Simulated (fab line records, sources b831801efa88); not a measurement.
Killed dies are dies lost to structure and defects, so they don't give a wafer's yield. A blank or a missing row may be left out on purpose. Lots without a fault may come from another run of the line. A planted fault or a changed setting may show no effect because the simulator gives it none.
Which tool did it? | flow sky130 | 13 lots, 39 wafers sampled, at 3 steps of a route of 708

WHAT THE GAUGES READ, wafer by wafer
SKY_VT_ADJUST_PCH_OVL_MEAS_07. Usual: VT_ADJUST_PCH_OVL 0.2 nm, standard deviation 1.5.
lot  | measured     | on         | VT_ADJUST_PCH_OVL (nm) | flag
L904 | day 10 10:09 | overlay-02 | 0.2 1.8 0.1            |
L905 | day 10 13:50 | overlay-01 | -0.5 0.8 0.2           |
L906 | day 10 23:48 | overlay-01 | 1.4 1.2 0.1            |
L907 | day 11 06:17 | overlay-01 | -2.1 -2.3 -1.9         |
L909 | day 11 22:34 | overlay-02 | -0.6 -0.4 -0.4         |
L910 | day 12 04:10 | overlay-02 | 0.2 -1.8 -2.8          |
L918 | day 14 21:47 | overlay-01 | 2.9 1.6 2.2            |
L919 | day 15 02:55 | overlay-01 | -1.1 -0.9 2.1          |
L920 | day 15 13:55 | overlay-01 | 1.7 2.0 4.3            |
L921 | day 15 19:20 | overlay-01 | 2.8 1.3 0.6            |
L922 | day 16 03:01 | overlay-01 | 0.5 0.1 0.5            |
L923 | day 16 11:56 | overlay-02 | -2.1 -0.8 0.3          |
L926 | day 17 20:32 | overlay-02 | -1.2 0.7 -0.1          |

SKY_VT_ADJUST_PCH_TW_MEAS_10. Usual: VT_ADJUST_PCH_TW 142.7, standard deviation 1.5.
lot  | measured     | on            | VT_ADJUST_PCH_TW  | flag
L904 | day 10 10:26 | film_metro-04 | 143.1 142.7 143.5 |
L905 | day 10 14:07 | film_metro-04 | 142.9 143.1 143.0 |
L906 | day 11 00:05 | film_metro-01 | 140.9 141.9 141.9 |
L907 | day 11 06:34 | film_metro-02 | 143.3 143.4 144.3 |
L909 | day 11 22:52 | film_metro-01 | 141.9 141.2 141.1 |
L910 | day 12 04:27 | film_metro-02 | 144.4 143.6 144.0 |
L918 | day 14 22:05 | film_metro-01 | 140.8 140.4 140.8 |
L919 | day 15 03:12 | film_metro-02 | 142.7 142.1 143.6 |
L920 | day 15 14:12 | film_metro-04 | 144.1 144.1 144.0 |
L921 | day 15 19:38 | film_metro-01 | 141.1 141.1 142.0 |
L922 | day 16 03:19 | film_metro-02 | 143.0 142.7 143.3 |
L923 | day 16 12:13 | film_metro-04 | 143.0 144.5 144.2 |
L926 | day 17 20:50 | film_metro-01 | 139.9 140.3 140.8 |

WHICH TOOL RAN EACH LOT (tool, then ch and the chambers of the sampled wafers, then the start)
lot  | SKY_VT_ADJUST_NCORE_STRIP_10
L904 | plasma_asher-01 ch 0,1, day 8 14:40
L905 | plasma_asher-01 ch 0,1, day 8 17:59
L906 | plasma_asher-02 ch 0,1, day 9 02:49
L907 | plasma_asher-03 ch 0,1, day 9 08:42
L909 | plasma_asher-01 ch 0,1, day 10 00:03
L910 | plasma_asher-02 ch 0,1, day 10 05:33
L918 | plasma_asher-01 ch 0,1, day 12 18:38
L919 | plasma_asher-02 ch 0,1, day 12 22:36
L920 | plasma_asher-01 ch 0, day 13 08:53
L921 | plasma_asher-01 ch 0,1, day 13 14:09
L922 | plasma_asher-03 ch 0,1, day 13 21:11
L923 | plasma_asher-02 ch 0,1, day 14 05:09
L926 | plasma_asher-03 ch 0,1, day 15 10:32
- SKY_VT_ADJUST_NCORE_STRIP_10: strips in O2/N2.

WHAT THE TOOLS THEMSELVES READ (means of the sampled wafers that have a number; where no wafer has one, the mark that the record gives instead)
SKY_VT_ADJUST_NCORE_STRIP_10. Usual: chamber_pressure_mTorr 1500.2 mTorr, standard deviation 1.4; drypump_motor_current_A 5.92 A, standard deviation 0.29; n2_flow_sccm 300.2 sccm, standard deviation 0.92; oes_product_au 0.716 a.u., standard deviation 0.0048; strip_time_to_endpoint_s 14.21 s, standard deviation 0.039.
lot  | tool            | chamber_pressure_mTorr (mTorr) | drypump_motor_current_A (A) | n2_flow_sccm (sccm) | oes_product_au (a.u.) | strip_time_to_endpoint_s (s) | flag
L904 | plasma_asher-01 | 1500.4                         | 5.99                        | 299.7               | 0.717                 | 14.16                        |
L905 | plasma_asher-01 | 1499.7                         | 5.78                        | 299.9               | 0.720                 | 14.24                        |
L906 | plasma_asher-02 | 1499.9                         | 5.99                        | 300.2               | 0.713                 | 14.17                        |
L907 | plasma_asher-03 | 1500.5                         | 5.79                        | 300.5               | 0.717                 | 14.23                        |
L909 | plasma_asher-01 | 1499.5                         | 5.99                        | 300.9               | 0.717                 | 14.26                        |
L910 | plasma_asher-02 | 1500.7                         | 5.87                        | 300.6               | 0.716                 | 14.20                        |
L918 | plasma_asher-01 | 1500.4                         | 5.76                        | 298.5               | 0.714                 | 14.16                        |
L919 | plasma_asher-02 | 1500.4                         | 5.98                        | 300.7               | 0.715                 | 14.24                        |
L920 | plasma_asher-01 | 1501.1                         | 6.20                        | 300.4               | 0.718                 | 14.21                        |
L921 | plasma_asher-01 | 1500.4                         | 5.98                        | 300.0               | 0.715                 | 14.19                        |
L922 | plasma_asher-03 | 1499.9                         | 6.05                        | 300.6               | 0.714                 | 14.16                        |
L923 | plasma_asher-02 | 1500.2                         | 5.96                        | 301.3               | 0.716                 | 14.20                        |
L926 | plasma_asher-03 | 1501.4                         | 6.09                        | 300.4               | 0.718                 | 14.28                        |

THE ANSWER, worked out from the rows above alone
Rule: a lot is off if the mean of its wafers that have a number lies more than 3 standard deviations from the usual mean. A lot without any number at a reading at which 4 lots or more have one is off too. The other lots that the step has rows for count as sound. The gauges are gone through in route order, then the tools' own readings, and for those a lot's mean is taken as printed above. The first step at which some lot is off is used, and at that step the reading that is off furthest; a lot without a number counts as furthest.
No lot is off at any reading shown: from this, nothing can be told.

WHAT THE SIMULATOR HAD PUT IN
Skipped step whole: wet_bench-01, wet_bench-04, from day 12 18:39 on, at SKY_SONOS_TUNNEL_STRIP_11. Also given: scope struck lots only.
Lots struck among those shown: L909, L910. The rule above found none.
